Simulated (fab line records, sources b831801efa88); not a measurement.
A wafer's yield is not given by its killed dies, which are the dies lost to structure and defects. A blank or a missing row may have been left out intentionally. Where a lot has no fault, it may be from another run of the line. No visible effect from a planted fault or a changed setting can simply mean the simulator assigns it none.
Which tool is to blame? | flow sky130 | 12 lots with 36 wafers sampled at 6 steps, on a route of 708 steps

WHAT EACH GAUGE READ, for each wafer
SKY_POLY_GATE_THK_MEAS_04. Usual: POLY_GATE_CVD_03_THK gives 74.7 nm (standard deviation 0.64).
lot  | measured     | on            | POLY_GATE_CVD_03_THK (nm) | flag
L652 | day 15 01:41 | film-metro-01 | 73.8 73.8 73.1            |
L653 | day 16 01:07 | film-metro-02 | 74.5 74.7 74.5            |
L655 | day 16 14:50 | film-metro-03 | 74.7 74.6 74.7            |
L657 | day 17 02:10 | film-metro-02 | 75.0 75.4 75.1            |
L658 | day 17 10:50 | film-metro-01 | 76.1 75.5 75.7            |
L659 | day 17 19:01 | film-metro-03 | 75.5 75.4 75.8            |
L660 | day 18 12:07 | film-metro-02 | 73.9 73.7 74.3            |
L661 | day 18 18:57 | film-metro-03 | 74.6 74.3 74.5            |
L663 | day 19 12:24 | film-metro-03 | 73.5 73.7 74.0            |
L665 | day 20 07:39 | film-metro-01 | 74.5 74.3 74.5            |
L666 | day 20 10:08 | film-metro-01 | 75.2 76.0 74.8            |
L674 | day 23 19:29 | film-metro-02 | 74.4 74.6 74.6            |

SKY_LDD_N_TW_MEAS_17. Usual: LDD_N_TW gives 2612 (standard deviation 15).
lot  | measured     | on            | LDD_N_TW       | flag
L652 | day 17 14:49 | film-metro-02 | 2600 2601 2599 |
L653 | day 18 14:19 | film-metro-04 | 2624 2642 2626 |
L655 | day 19 08:13 | film-metro-04 | 2613 2634 2631 |
L657 | day 19 22:31 | film-metro-04 | 2631 2615 2608 |
L658 | day 20 05:24 | film-metro-03 | 2627 2618 2631 |
L659 | day 20 12:37 | film-metro-04 | 2612 2607 2613 |
L660 | day 21 04:22 | film-metro-03 | 2604 2616 2614 |
L661 | day 21 11:45 | film-metro-03 | 2605 2610 2601 |
L663 | day 22 06:06 | film-metro-04 | 2617 2626 2618 |
L665 | day 22 23:56 | film-metro-02 | 2620 2600 2599 |
L666 | day 23 02:34 | film-metro-02 | 2604 2604 2598 |
L674 | day 26 08:31 | film-metro-02 | 2589 2592 2596 |

SKY_SD_P_CD_MEAS_07: target cd 380 nm. Usual: 379.2 nm for cd-nm, sd 2.3.
lot  | measured     | on        | cd-nm (nm)        | flag
L652 | day 25 04:42 | cd-sem-02 | 380.8 381.2 380.4 |
L653 | day 26 04:10 | cd-sem-02 | 380.7 382.4 381.9 |
L655 | day 26 21:28 | cd-sem-01 | 378.2 379.6 376.8 |
L657 | day 27 11:05 | cd-sem-01 | 376.1 376.1 376.7 |
L658 | day 28 00:08 | cd-sem-01 | 382.6 382.8 386.1 |
L659 | day 28 01:14 | cd-sem-01 | 377.7 380.7 378.9 |
L660 | day 28 13:25 | cd-sem-01 | 379.8 380.2 378.8 |
L661 | day 29 01:16 | cd-sem-01 | 378.0 381.3 378.1 |
L663 | day 29 12:03 | cd-sem-02 | 383.7 382.9 381.2 |
L665 | day 30 04:49 | cd-sem-02 | 376.8 376.9 378.2 |
L666 | day 30 07:07 | cd-sem-02 | - - -             | OFF
L674 | day 33 06:32 | cd-sem-01 | 382.0 381.7 385.3 |

SKY_SD_P_TW_MEAS_11. Usual: SD_P_TW gives 2844 (standard deviation 16).
lot  | measured     | on            | SD_P_TW           | flag
L652 | day 25 05:06 | film-metro-03 | 2858 2831 2842    |
L653 | day 26 04:34 | film-metro-01 | 2861 2826 2846    |
L655 | day 26 21:52 | film-metro-02 | 2850 2835 2838    |
L657 | day 27 11:29 | film-metro-03 | 2856 2845 2853    |
L658 | day 28 00:32 | film-metro-03 | 2847 2866 2834    |
L659 | day 28 01:37 | film-metro-01 | 2841 2825 2828    |
L660 | day 28 13:50 | film-metro-02 | 2845 2851 2844    |
L661 | day 29 01:39 | film-metro-02 | 2838 2837 2841    |
L663 | day 29 12:26 | film-metro-01 | 2869 2870 2857    |
L665 | day 30 05:13 | film-metro-02 | 2842 2823 2838    |
L666 | day 30 07:31 | film-metro-03 | 30 30 30 30 30 30 | OFF
L674 | day 33 06:56 | film-metro-02 | 2807 2829 2826    |

SKY_LI_CONTACT_THK_MEAS_01. Usual: LI_CONTACT_HDPCVD_THK gives 931 nm (standard deviation 9.5).
lot  | measured     | on            | LI_CONTACT_HDPCVD_THK (nm) | flag
L652 | day 27 22:50 | film-metro-03 | 921 925 925                |
L653 | day 28 10:34 | film-metro-03 | 942 935 951                |
L655 | day 29 07:34 | film-metro-01 | 916 935 931                |
L657 | day 29 19:55 | film-metro-03 | 931 911 933                |
L658 | day 30 07:06 | film-metro-01 | 945 940 937                |
L659 | day 30 09:55 | film-metro-03 | 926 934 924                |
L660 | day 30 20:58 | film-metro-02 | 933 925 927                |
L661 | day 31 08:54 | film-metro-01 | 933 922 940                |
L663 | day 31 19:40 | film-metro-02 | 946 937 945                |
L665 | day 32 13:56 | film-metro-01 | 921 932 909                |
L674 | day 35 11:22 | film-metro-01 | 918 939 950                |

EACH LOT AND THE TOOL THAT RAN IT (in order: tool; ch and the chambers of the sampled wafers; start)
lot  | SKY_SD_P_EXPOSE_04
L652 | iline-stepper-02 ch 0, day 24 13:29
L653 | iline-stepper-02 ch 0, day 25 13:42
L655 | iline-stepper-02 ch 0, day 26 07:43
L657 | iline-stepper-01 ch 0, day 26 20:22
L658 | iline-stepper-02 ch 0, day 27 06:50
L659 | iline-stepper-02 ch 0, day 27 10:55
L660 | iline-stepper-02 ch 0, day 28 00:57
L661 | iline-stepper-01 ch 0, day 28 10:01
L663 | iline-stepper-02 ch 0, day 28 23:17
L665 | iline-stepper-01 ch 0, day 29 15:02
L666 | iline-stepper-02 ch 0, day 29 17:25
L674 | iline-stepper-02 ch 0, day 32 18:22
- SKY_SD_P_EXPOSE_04: exposes mask PSDM, target cd 380 nm.

WHAT THE TOOLS THEMSELVES READ (means of the sampled wafers that have a number; where no wafer has one, the mark that the record gives instead)
SKY_SD_P_EXPOSE_04. Usual: stage-vel-mm-s 499.98 mm/s, standard deviation 0.25.
lot  | tool             | stage-vel-mm-s (mm/s) | flag
L652 | iline-stepper-02 | 500.14                |
L653 | iline-stepper-02 | 499.99                |
L655 | iline-stepper-02 | 499.91                |
L657 | iline-stepper-01 | 499.67                |
L658 | iline-stepper-02 | 499.86                |
L659 | iline-stepper-02 | 499.95                |
L660 | iline-stepper-02 | 499.76                |
L661 | iline-stepper-01 | 500.14                |
L663 | iline-stepper-02 | 500.09                |
L665 | iline-stepper-01 | 500.17                |
L666 | iline-stepper-02 | 499.87                |
L674 | iline-stepper-02 | 500.02                |

THE ANSWER, worked out from the rows above alone
Rule: take the mean of a lot's wafers that have a number; if it is more than 3 standard deviations from the usual mean, the lot is off. Also off: a lot with no number at a reading for which 4 or more lots have one. All remaining lots with rows at the step are treated as sound. The gauges are gone through in route order, then the tools' own readings, and for those a lot's mean is taken as printed above. The first step at which some lot is off is used, and at that step the reading that is off furthest; a lot without a number counts as furthest.
Off at SKY_SD_P_CD_MEAS_07 (cd-nm): L666. Without a number there: L666.
If a tool, at a process step before that reading, ran all the lots that are off and no sound lot after the first of them, it fits. The gauges at SKY_SD_P_CD_MEAS_07 aren't tried: what is off there is off at SKY_SD_P_TW_MEAS_11 too, on other tools, and a gauge's error can't cause that. Not one of the candidates tried fits.

WHAT THE SIMULATOR PUT IN
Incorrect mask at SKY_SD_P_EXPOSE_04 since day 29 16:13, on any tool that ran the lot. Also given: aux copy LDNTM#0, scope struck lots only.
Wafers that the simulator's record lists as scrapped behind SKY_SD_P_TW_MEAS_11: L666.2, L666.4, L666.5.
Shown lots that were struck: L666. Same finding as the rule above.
